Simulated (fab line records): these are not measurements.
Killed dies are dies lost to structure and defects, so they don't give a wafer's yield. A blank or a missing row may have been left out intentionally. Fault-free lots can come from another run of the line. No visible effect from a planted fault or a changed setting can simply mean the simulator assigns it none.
fab line records | flow sfq-line
record lots=6 wafers=18 last-day=91
route steps=325 shown L0V@17 M0@28 I0@43 M1@58 M8@325
lots that met no fault: from a run of the same line without faults
start-h: start of the lot's first displayed wafer, in hours after the record's first day | wait-h: how many hours have passed since the lot's step before this one | " as in the row above | L1.1+2: a single row standing in for several wafers | - either no value or no given start | * or withheld: withheld | < > ~ a bound
route shown NAME@n: names a module that has steps shown in the file, with the first one's number in the route | usual: average and standard deviation across the fault-free wafers | same: alike in all rows | chamber/n: place in a boat | sites: the reading at each site | _std_site: the standard deviation of these | _edge_site: mean of outer sites minus mean of inner sites | radius-mm: how far each site lies from the wafer's centre | mask NAME#n: copy n | behind: tool/chamber where the wafer was last shaped | hold: what put the lot on hold/how long, in hours/how the hold closed | device: whichever transistor did not switch (one of n, p or np) | end of line: the route-end tests of the same wafers | for a step that has no rows: nothing shown but its recipe | killed: the dies lost at the first sort to structure and to defects; this is not the yield of the wafer | map: a wafer's dies, marking killed ones x, the rest . and places with no die _
set.NAME: the run value of the setting; set.NAME@STEP: its run value at that earlier step | model.NAME: the simulator's own value behind a step, which no gauge read
lots at selected steps of the route; one table per step, one row per wafer
services: from which hour (start-h, from the record's first day; less than 0 if before it) a tool's chamber was out of use, for how many hours, and why
## steps
# step SFQ_TRILAYER_L0_VIA_LITHO_COAT_018
# recipe resist=BARC spin-rpm=3000 resist-thk-nm=62
# step SFQ_TRILAYER_L0_VIA_LITHO_COAT_013
# recipe resist=KrF spin-rpm=3000 resist-thk-nm=650
# step SFQ_TRILAYER_L0_VIA_LITHO_SOFTBAKE_017
# recipe temp-c=withheld time-s=withheld resist=KrF
# step SFQ_TRILAYER_L0_VIA_LITHO_EXPOSE_014
# recipe mask-id=L0V na=0.6 source-shape=conventional sigma-outer=0.65 target-cd-nm=700 dose-mj=21.3
# step SFQ_TRILAYER_L0_VIA_LITHO_PEB_016
# recipe peb-temp-c=116 peb-time-s=60 resist=KrF
# step SFQ_TRILAYER_L0_VIA_LITHO_DEVELOP_015
# recipe time-s=60 resist=KrF
# step SFQ_L0V_OVL_MEAS_903
# usual L0V_OVL=-2/5.1
# columns lot.wafer tool chamber start-h wait-h L0V_OVL[nm]
L705.3 overlay-01 - 237.65 0.1 -4
L705.4 " - " " -2
L705.5 " - " " -4
L711.3 overlay-02 - 278.57 0.1 1
L711.4 " - " " -1
L711.6 " - " " 5
L712.1 overlay-01 - 285.76 0.1 -3
L712.4 " - " " -1
L712.6 " - " " -1
L713.1 overlay-02 - 292.96 0.1 -2
L713.2 " - " " -8
L713.5 " - " " 0
L715.3 overlay-02 - 304.97 0.1 7
L715.5 " - " " 6
L715.6 " - " " 4
L720.1 overlay-01 - 355.10 0.1 -4
L720.4 " - " " -8
L720.6 " - " " -6
# step SFQ_TRILAYER_L0_VIA_BARC_OPEN_VIA_ETCH_021
# recipe mask-material=PR chemistry=O2 target-depth-nm=125 target=BARC source-w=500 bias-w=80 pressure-mtorr=30 time-s=41.7
# usual drypump-motor-current-A=5.8/0.51 oes-product-au=0.685/0.0045
# columns lot.wafer tool chamber start-h wait-h drypump-motor-current-A oes-product-au rf-hours-counter-h
L705.3 rie-diel-01 1 237.67 0.0 6.0 0.678 29
L705.4 " 2 " " 6.5 0.692 122
L705.5 " 3 " " 6.2 0.681 -
L711.3 rie-diel-03 2 278.60 0.0 5.6 0.684 44
L711.4 " 3 " " 5.9 0.680 19
L711.6 " 0 " " 5.7 0.681 -
L712.1 rie-diel-01 1 285.80 0.0 6.0 0.693 29
L712.4 " 3 " " 6.2 0.691 -
L712.6 " 1 " " 6.0 0.689 -
L713.1 rie-diel-01 3 293.00 0.0 6.2 0.683 119
L713.2 " 0 " " 6.0 0.682 121
L713.5 " 2 " " 6.5 0.688 -
L715.3 rie-diel-01 2 305.00 0.0 6.4 0.687 123
L715.5 " 2 " " 6.4 0.684 -
L715.6 " 0 " " 6.0 0.676 -
L720.1 rie-diel-04 2 355.13 0.0 6.5 0.685 2
L720.4 " 1 " " 4.7 0.688 47
L720.6 " 2 " " 6.5 0.681 -
# step SFQ_TRILAYER_L0_VIA_ETCH_VIA_ETCH_016
# recipe target=SiO2 stop-on=MoNx_KI mask-material=PR chemistry=CHF3 target-depth-nm=80 source-w=500 bias-w=80 pressure-mtorr=30 time-s=withheld
# step SFQ_TRILAYER_L0_VIA_STRIP_STRIP_017
# recipe gas=O2 power-w=200 platen-temp-c=40 overash-fraction=0.65 chemistry=O2 pressure-mtorr=50
# usual drypump-motor-current-A=5.7/0.56 oes-product-au=0.998/0.0087
# columns lot.wafer tool chamber start-h wait-h drypump-motor-current-A oes-product-au rf-hours-counter-h
L705.3 rie-metal-01 1 237.96 - 6.5 0.981 -
L705.4 " 0 " " 5.5 0.987 -
L705.5 " 0 " " 5.5 0.999 -
L711.3 rie-metal-01 0 278.88 - 5.5 0.990 -
L711.4 " 1 " " 6.6 0.993 -
L711.6 " 1 " " 6.5 1.006 -
L712.1 rie-metal-01 0 285.88 - 5.5 1.004 142
L712.4 " 1 " " 6.6 0.988 -
L712.6 " 0 " " 5.5 1.013 -
L713.1 rie-metal-02 0 293.08 - 6.3 0.997 78
L713.2 " 1 " " 5.1 1.024 9
L713.5 " 0 " " 6.3 1.001 -
L715.3 rie-metal-02 1 305.28 - 5.1 0.988 -
L715.5 " 1 " " 5.1 1.000 -
L715.6 " 0 " " 6.3 0.993 -
L720.1 rie-metal-01 1 355.22 - 6.6 0.988 34
L720.4 " 0 " " 5.5 0.995 -
L720.6 " 0 " " 5.5 0.994 -
# step SFQ_TRILAYER_L0_VIA_STRIP_SOLV_CLEAN_018
# recipe chemistry=NMP temp-c=70 time-s=600
# step SFQ_TRILAYER_M0_DEP_PRE_CLEAN_020
# recipe gas=Ar time-s=15 bias-v=250
# step SFQ_TRILAYER_M0_DEP_SPUTTER_019
# recipe material=Nb base-pressure-pa=1.33e-06 chamber-pressure-pa=0.1333 substrate-temp-c=20 resputter-cathode-voltage-v=400 target-thk-nm=200 power-w=2000 time-s=133.3
# usual substrate-temp-c=19.99/0.11 throttle-valve-pct=30.5/1.1
# columns lot.wafer tool chamber start-h wait-h substrate-temp-c throttle-valve-pct model.Nb_of_TRILAYER_M0_DEP_SPUTTER_019.thk-nm
L705.3 pvd-sputter-05 - 238.73 0.0 20.05 29.6 197.9
L705.4 " - " " 19.98 31.2 195.9
L705.5 " - " " 19.96 31.1 195.8
L711.3 pvd-sputter-04 - 279.48 0.0 19.88 30.7 197.7
L711.4 " - " " 20.01 27.9 196.1
L711.6 " - " " 20.01 31.0 197
L712.1 pvd-sputter-03 - 286.68 0.0 20.08 30.3 202.4
L712.4 " - " " 19.86 31.3 199.7
L712.6 " - " " 20.12 31.2 200.5
L713.1 pvd-sputter-04 - 293.88 0.0 20.06 29.0 147.8
L713.2 " - " " 20.13 28.1 147.1
L713.5 " - " " 19.95 31.1 148.5
L715.3 pvd-sputter-04 - 305.90 0.0 20.01 29.4 149.8
L715.5 " - " " 20.05 28.1 151.4
L715.6 " - " " 19.94 29.5 151
L720.1 pvd-sputter-03 - 356.02 0.0 19.88 31.0 201.8
L720.4 " - " " 19.97 31.1 198.7
L720.6 " - " " 19.98 30.3 202
# step SFQ_M0_RS_MEAS_904
# recipe thk-meas-gauge=four-point-probe reads=Nb_of_TRILAYER_M0_DEP_SPUTTER_019
# usual M0_NB_RS=0.891/0.0078
# columns lot.wafer tool chamber start-h wait-h M0_NB_RS[ohm/sq]
L705.3 film-metro-04 - 238.87 0.1 0.900
L705.4 " - " " 0.908
L705.5 " - " " 0.910
L711.3 film-metro-01 - 279.62 0.1 0.900
L711.4 " - " " 0.908
L711.6 " - " " 0.903
L712.1 film-metro-03 - 286.78 0.0 0.878
L712.4 " - " " 0.890
L712.6 " - " " 0.886
L713.1 film-metro-03 - 293.98 0.0 1.207
L713.2 " - " " 1.213
L713.5 " - " " 1.201
L715.3 film-metro-03 - 306.03 0.1 1.191
L715.5 " - " " 1.180
L715.6 " - " " 1.181
L720.1 film-metro-03 - 356.11 0.0 0.879
L720.4 " - " " 0.896
L720.6 " - " " 0.877
# step SFQ_TRILAYER_M0_LITHO_COAT_026
# recipe resist=BARC spin-rpm=3000 resist-thk-nm=62
# step SFQ_TRILAYER_M0_LITHO_COAT_021
# recipe resist=KrF spin-rpm=3000 resist-thk-nm=600
# step SFQ_TRILAYER_M0_LITHO_SOFTBAKE_025
# recipe temp-c=withheld time-s=withheld resist=KrF
# step SFQ_TRILAYER_M0_LITHO_EXPOSE_022
# recipe mask-id=M0 na=0.6 source-shape=conventional sigma-outer=0.65 target-cd-nm=500 dose-mj=14.4
# step SFQ_TRILAYER_M0_LITHO_PEB_024
# recipe peb-temp-c=115 peb-time-s=60 resist=KrF
# step SFQ_TRILAYER_M0_LITHO_DEVELOP_023
# recipe time-s=60 resist=KrF
# step SFQ_M0_OVL_MEAS_906
# usual M0_OVL=1/5.5
# columns lot.wafer tool chamber start-h wait-h M0_OVL[nm]
L705.3 overlay-01 - 339.90 0.1 4
L705.4 " - " " -1
L705.5 " - " " 0
L711.3 overlay-02 - 402.03 0.1 0
L711.4 " - " " 8
L711.6 " - " " 1
L712.1 overlay-01 - 411.62 0.1 -4
L712.4 " - " " -3
L712.6 " - " " 0
L713.1 overlay-01 - 423.62 0.1 -9
L713.2 " - " " -8
L713.5 " - " " -8
L715.3 overlay-01 - 442.46 0.1 6
L715.5 " - " " 3
L715.6 " - " " 1
L720.1 overlay-02 - 503.77 0.1 10
L720.4 " - " " 4
L720.6 " - " " 3
# step SFQ_TRILAYER_M0_BARC_OPEN_METAL_ETCH_031
# recipe mask-material=PR chemistry=O2 target-depth-nm=125 target=BARC icp-w=600 bias-w=80 pressure-mtorr=10 time-s=41.7
# usual drypump-motor-current-A=5.8/0.5 oes-product-au=0.685/0.0048
# columns lot.wafer tool chamber start-h wait-h drypump-motor-current-A oes-product-au rf-hours-counter-h
L705.3 rie-metal-04 1 339.94 0.0 6.2 0.682 -
L705.4 " 0 " " 6.2 0.676 -
L705.5 " 1 " " 6.2 0.683 -
L711.3 rie-metal-04 1 402.08 0.0 6.2 0.677 -
L711.4 " 0 " " 6.2 0.675 -
L711.6 " 0 " " 6.2 0.684 -
L712.1 rie-metal-02 1 411.66 0.0 5.1 0.691 22
L712.4 " 1 " " 5.1 0.682 -
L712.6 " 0 " " 6.3 0.677 -
L713.1 rie-metal-04 0 423.66 0.0 6.2 0.683 55
L713.2 " 0 " " 6.2 0.685 -
L713.5 " 0 " " 6.2 0.675 -
L715.3 rie-metal-02 0 442.50 0.0 6.3 0.683 -
L715.5 " 0 " " 6.3 0.683 -
L715.6 " 1 " " 5.1 0.685 -
L720.1 rie-metal-02 0 503.81 0.0 6.3 0.688 104
L720.4 " 0 " " 6.3 0.677 -
L720.6 " 1 " " 5.1 0.686 -
# step SFQ_TRILAYER_M0_ETCH_METAL_ETCH_024
# recipe target=Nb stop-on=SiO2 mask-material=PR chemistry=Cl2/Ar target-depth-nm=240 icp-w=600 bias-w=80 pressure-mtorr=10.49 time-s=120
# usual drypump-motor-current-A=5.8/0.49 oes-product-au=0.893/0.006
# columns lot.wafer tool chamber start-h wait-h drypump-motor-current-A oes-product-au rf-hours-counter-h
L705.3 rie-metal-04 1 340.02 0.1 6.2 0.897 -
L705.4 " 0 " " 6.2 0.880 -
L705.5 " 1 " " 6.2 0.885 -
L711.3 rie-metal-04 1 402.16 0.1 6.2 0.893 -
L711.4 " 0 " " 6.2 0.889 -
L711.6 " 0 " " 6.2 0.889 -
L712.1 rie-metal-02 1 411.74 0.1 5.0 0.895 22
L712.4 " 1 " " 5.1 0.898 -
L712.6 " 0 " " 6.3 0.897 -
L713.1 rie-metal-04 0 423.78 0.1 6.1 0.757 55
L713.2 " 0 " " 6.2 0.752 -
L713.5 " 0 " " 6.2 0.765 -
L715.3 rie-metal-02 0 442.59 0.1 6.3 0.753 -
L715.5 " 0 " " 6.3 0.769 -
L715.6 " 1 " " 5.0 0.767 -
L720.1 rie-metal-02 0 503.87 0.0 6.3 0.897 104
L720.4 " 0 " " 6.3 0.892 -
L720.6 " 1 " " 5.1 0.902 -
# step SFQ_TRILAYER_M0_STRIP_STRIP_025
# recipe gas=O2 power-w=200 platen-temp-c=40 overash-fraction=0.65 chemistry=O2 pressure-mtorr=50
# usual drypump-motor-current-A=5.8/0.5 oes-product-au=1.002/0.0087
# columns lot.wafer tool chamber start-h wait-h drypump-motor-current-A oes-product-au rf-hours-counter-h
L705.3 rie-metal-04 1 340.31 0.2 6.2 1.002 -
L705.4 " 0 " " 6.2 1.001 -
L705.5 " 1 " " 6.2 1.003 -
L711.3 rie-metal-04 1 402.44 0.2 6.2 0.998 -
L711.4 " 0 " " 6.2 1.011 -
L711.6 " 0 " " 6.1 1.014 -
L712.1 rie-metal-02 1 411.90 0.1 5.1 1.002 22
L712.4 " 1 " " 5.1 1.006 -
L712.6 " 0 " " 6.3 0.995 -
L713.1 rie-metal-04 0 424.03 0.2 6.1 1.002 55
L713.2 " 0 " " 6.2 1.001 -
L713.5 " 0 " " 6.2 0.995 -
L715.3 rie-metal-02 0 442.87 0.2 6.3 0.991 -
L715.5 " 0 " " 6.3 0.989 -
L715.6 " 1 " " 5.1 0.991 -
L720.1 rie-metal-02 0 503.99 0.1 6.3 0.991 104
L720.4 " 0 " " 6.3 0.994 -
L720.6 " 1 " " 5.1 0.998 -
# step SFQ_TRILAYER_M0_STRIP_SOLV_CLEAN_026
# recipe chemistry=NMP temp-c=70 time-s=600
# step SFQ_TRILAYER_I0_DEP_PECVD_027
# recipe material=SiO2 temp-c=150 time-s=111.11 pressure-torr=2.4 rf-w=183.3 precursor=SiH4/N2O target-thk-nm=500
# step SFQ_TRILAYER_I0_CMP_CMP_028
# recipe material=SiO2 down-force-psi=3 platen-rpm=60 pad-velocity-m-s=0.94248
# step SFQ_I0_BOW_MEAS_907
# recipe mode=bow
# usual I0_BOW=1/6.8
# columns lot.wafer tool chamber start-h wait-h I0_BOW[um]
L705.3 film-metro-01 - 347.00 1.5 3
L705.4 " - " " 0
L705.5 " - " " 14
L711.3 film-metro-04 - 406.14 2.0 6
L711.4 " - " " -4
L711.6 " - " " -1
L712.1 film-metro-04 - 415.96 1.0 1
L712.4 " - " " 6
L712.6 " - " " 1
L713.1 film-metro-01 - 428.48 2.5 -10
L713.2 " - " " 18
L713.5 " - " " 1
L715.3 film-metro-02 - 446.56 1.5 -2
L715.5 " - " " 1
L715.6 " - " " 3
L720.1 film-metro-04 - 507.90 1.0 0
L720.4 " - " " 7
L720.6 " - " " 13
# step SFQ_TRILAYER_I0_METRO_MEASURE_029
# usual thk-nm=200.4/1.1
# columns lot.wafer tool chamber start-h wait-h thk-nm
L705.3 film-metro-01 - 347.48 0.5 201.3
L705.4 " - " " 200.3
L705.5 " - " " 199.5
L711.3 film-metro-04 - 406.62 0.5 201.6
L711.4 " - " " 200.9
L711.6 " - " " 201.9
L712.1 film-metro-04 - 416.08 0.1 201.2
L712.4 " - " " 200.5
L712.6 " - " " 200.2
L713.1 film-metro-01 - 428.60 0.1 200.5
L713.2 " - " " 199.6
L713.5 " - " " 201.1
L715.3 film-metro-02 - 447.04 0.5 199.9
L715.5 " - " " 201.7
L715.6 " - " " 202.8
L720.1 film-metro-04 - 508.02 0.1 200.4
L720.4 " - " " 200.6
L720.6 " - " " 200.1
# step SFQ_TRILAYER_I0_VIA_LITHO_COAT_036
# recipe resist=BARC spin-rpm=3000 resist-thk-nm=62
# step SFQ_TRILAYER_I0_VIA_LITHO_COAT_031
# recipe resist=KrF spin-rpm=3000 resist-thk-nm=650
# step SFQ_TRILAYER_I0_VIA_LITHO_SOFTBAKE_035
# recipe temp-c=withheld time-s=withheld resist=KrF
# step SFQ_TRILAYER_I0_VIA_LITHO_EXPOSE_032
# recipe mask-id=I0 na=0.6 source-shape=conventional sigma-outer=0.65 target-cd-nm=500 dose-mj=21.5
# step SFQ_TRILAYER_I0_VIA_LITHO_PEB_034
# recipe peb-temp-c=115 peb-time-s=60 resist=KrF
# step SFQ_TRILAYER_I0_VIA_LITHO_DEVELOP_033
# recipe time-s=60 resist=KrF
# step SFQ_I0_OVL_MEAS_908
# usual I0_OVL=1/5.7
# columns lot.wafer tool chamber start-h wait-h I0_OVL[nm]
L705.3 overlay-02 - 494.19 0.1 0
L705.4 " - " " -2
L705.5 " - " " 3
L711.3 overlay-02 - 560.31 0.1 3
L711.4 " - " " -2
L711.6 " - " " 0
L712.1 overlay-01 - 570.52 0.1 3
L712.4 " - " " -5
L712.6 " - " " -2
L713.1 overlay-02 - 582.52 0.1 2
L713.2 " - " " 6
L713.5 " - " " 4
L715.3 overlay-01 - 598.14 0.1 -2
L715.5 " - " " 2
L715.6 " - " " 2
L720.1 overlay-01 - 658.31 0.1 2
L720.4 " - " " 4
L720.6 " - " " 3
# step SFQ_TRILAYER_I0_VIA_BARC_OPEN_VIA_ETCH_046
# recipe mask-material=PR chemistry=O2 target-depth-nm=125 target=BARC source-w=500 bias-w=80 pressure-mtorr=30 time-s=41.7
# step SFQ_TRILAYER_I0_VIA_ETCH_VIA_ETCH_034
# recipe target=SiO2 stop-on=Nb mask-material=PR taper-deg=20 chemistry=CHF3 target-depth-nm=260 source-w=500 bias-w=80 pressure-mtorr=30 time-s=withheld
# step SFQ_TRILAYER_I0_VIA_STRIP_STRIP_035
# recipe gas=O2 power-w=200 platen-temp-c=40 overash-fraction=0.65 chemistry=O2 pressure-mtorr=50
# step SFQ_TRILAYER_I0_VIA_STRIP_SOLV_CLEAN_036
# recipe chemistry=NMP temp-c=70 time-s=600
# step SFQ_TRILAYER_M1_DEP_PRE_CLEAN_038
# recipe gas=Ar time-s=22.5 bias-v=250
# step SFQ_M8_BOW_MEAS_951
# recipe mode=bow
# usual M8_BOW=6/11
# columns lot.wafer tool chamber start-h wait-h M8_BOW[um] model.etest.m0.ohm-um model.etest.m0.ohm-sq model.etest.i0.link-ohm
L705.3 film-metro-02 - 1959.34 0.0 4 1.791 0.8988 1.975
L705.4 " - " " 1 1.822 0.9081 1.961
L705.5 " - " " 14 1.817 0.9087 1.994
L711.3 film-metro-01 - 2018.39 0.0 11 1.79 0.8996 1.963
L711.4 " - " " 3 1.808 0.9069 1.954
L711.6 " - " " 3 1.798 0.9032 1.968
L712.1 film-metro-04 - 2021.36 0.0 -16 1.752 0.8791 1.948
L712.4 " - " " -12 1.774 0.8907 1.948
L712.6 " - " " -16 1.769 0.8872 1.969
L713.1 film-metro-02 - 2076.34 0.0 -6 2.404 1.204 2.252
L713.2 " - " " 22 2.421 1.209 2.271
L713.5 " - " " 3 2.402 1.198 2.281
L715.3 film-metro-01 - 2094.06 0.0 14 2.366 1.188 2.258
L715.5 " - " " 17 2.351 1.175 2.248
L715.6 " - " " 19 2.347 1.178 2.27
L720.1 film-metro-02 - 2185.39 0.0 16 1.763 0.8815 1.96
L720.4 " - " " 23 1.796 0.8953 1.977
L720.6 " - " " 29 1.769 0.8804 1.973
## services
# columns tool chamber start-h hours kind
film-metro-04 - 229.73 1.5 pm
rie-metal-02 1 248.22 7.3 repair
rie-diel-01 1 264.84 8.5 repair
pvd-sputter-04 - 270.91 3.5 repair
rie-diel-01 0 271.13 18.2 repair
rie-diel-01 1 286.19 11.4 repair
rie-metal-01 - 287.88 2.8 pm
rie-diel-01 3 298.69 7.6 repair
film-metro-04 - 298.88 1.4 pm
rie-diel-01 - 298.97 0.3 repair
film-metro-04 - 316.11 0.6 pm
rie-diel-01 0 332.56 2.2 repair
rie-diel-01 3 332.62 11.2 repair
rie-metal-01 1 334.87 6.0 repair
rie-metal-04 1 356.45 7.3 repair
rie-metal-02 - 370.97 0.1 repair
rie-metal-04 0 372.34 1.0 repair
rie-metal-02 1 380.56 1.4 repair
rie-diel-01 0 382.14 4.9 repair
rie-metal-01 - 416.17 0.2 repair
rie-diel-01 - 423.21 2.8 pm
rie-metal-04 - 438.10 2.8 pm
rie-diel-01 0 452.09 11.5 repair
rie-metal-02 - 474.70 2.8 pm
## key
first-sign step=SFQ_M0_RS_MEAS_904 reading=M0_NB_RS direction=up sigmas=39 usual=0.891 struck=1.196
effect step=SFQ_TRILAYER_M0_ETCH_METAL_ETCH_024 reading=oes-product-au direction=down sigmas=22 usual=0.893 struck=0.761
model-effect step=SFQ_TRILAYER_M0_DEP_SPUTTER_019 value=Nb_of_TRILAYER_M0_DEP_SPUTTER_019.thk-nm without=198.9 struck=149.3
model-effect step=SFQ_M8_BOW_MEAS_951 value=etest.m0.ohm-um without=1.788 struck=2.382
met-at SFQ_TRILAYER_M0_DEP_SPUTTER_019
struck-wafers L713.1,L713.2,L713.5,L715.3,L715.5,L715.6
onset-between 279.48 293.88
also-fits SFQ_TRILAYER_L0_VIA_BARC_OPEN_VIA_ETCH_021:rie-diel-01,SFQ_TRILAYER_L0_VIA_STRIP_STRIP_017:rie-metal-02
fault kind=process-parameter-drift tool=pvd-sputter-04 chamber=- onset-h=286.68 steps=SFQ_TRILAYER_M0_DEP_SPUTTER_019 channel=target-thk-nm offset=-49.6 shape=step end-h=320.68 acts-in=these-recipes-only stated=200
